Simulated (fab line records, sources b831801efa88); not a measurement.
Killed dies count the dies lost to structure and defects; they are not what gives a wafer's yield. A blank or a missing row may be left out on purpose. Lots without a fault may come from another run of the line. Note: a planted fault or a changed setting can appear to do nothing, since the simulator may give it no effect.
Matching of chambers | flow sky130 | rie diel-04 running SKY_VIA3_ETCH_15: 4 sister chambers
The step etches SiO2 in C4F8/O2/Ar, stops on TiN, target depth 507 nm, time 78 s. 4 wafers are shown with their chamber, then 9 later ones without.

== WAFERS WITH THEIR CHAMBER ==
wafer  | chamber | oes product au (a.u.)
L083.3 | 2       | 0.940
L089.4 | 0       | 0.951
L089.5 | 1       | 0.942
L089.6 | 3       | 0.951

== WAFERS MISSING THEIR CHAMBER ==
wafer  | oes product au (a.u.)
L091.3 | 0.942
L091.4 | 0.945
L091.6 | 0.946
L090.1 | 0.947
L090.2 | 0.944
L090.5 | 0.951
L092.2 | 0.940
L092.3 | 0.954
L092.4 | 0.947

== EACH ONE'S CHAMBER ==
wafer  | from the rows above               | in truth
L091.3 | can't be placed: 1 or 2           | 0
L091.4 | can't be placed: 1 or 2 or 0 or 3 | 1
L091.6 | can't be placed: 1 or 0 or 3 or 2 | 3
L090.1 | can't be placed: 0 or 3 or 1 or 2 | 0
L090.2 | can't be placed: 1 or 2 or 0 or 3 | 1
L090.5 | can't be placed: 0 or 3           | 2
L092.2 | can't be placed: 2 or 1           | 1
L092.3 | can't be placed: 0 or 3           | 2
L092.4 | can't be placed: 0 or 3 or 1 or 2 | 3
Correct placement for 0 of the 9. Can't be placed from these rows: 9 (the true chamber is among the candidates in 6). Number placed wrongly: 0.
How it was worked out, from the rows above alone: a wafer's distance from a chamber is the root of the sum, over the readings, of the square of ((its reading less the chamber's mean) divided by the reading's scatter). The wafer belongs to the nearest chamber; if the next one is less than 2 further off, it can't be placed. Each chamber's mean is taken over the wafers shown for it. The scatter (one wafer shown for each chamber): square how far every hidden wafer sits from the nearest shown wafer, average those squares and take the square root.
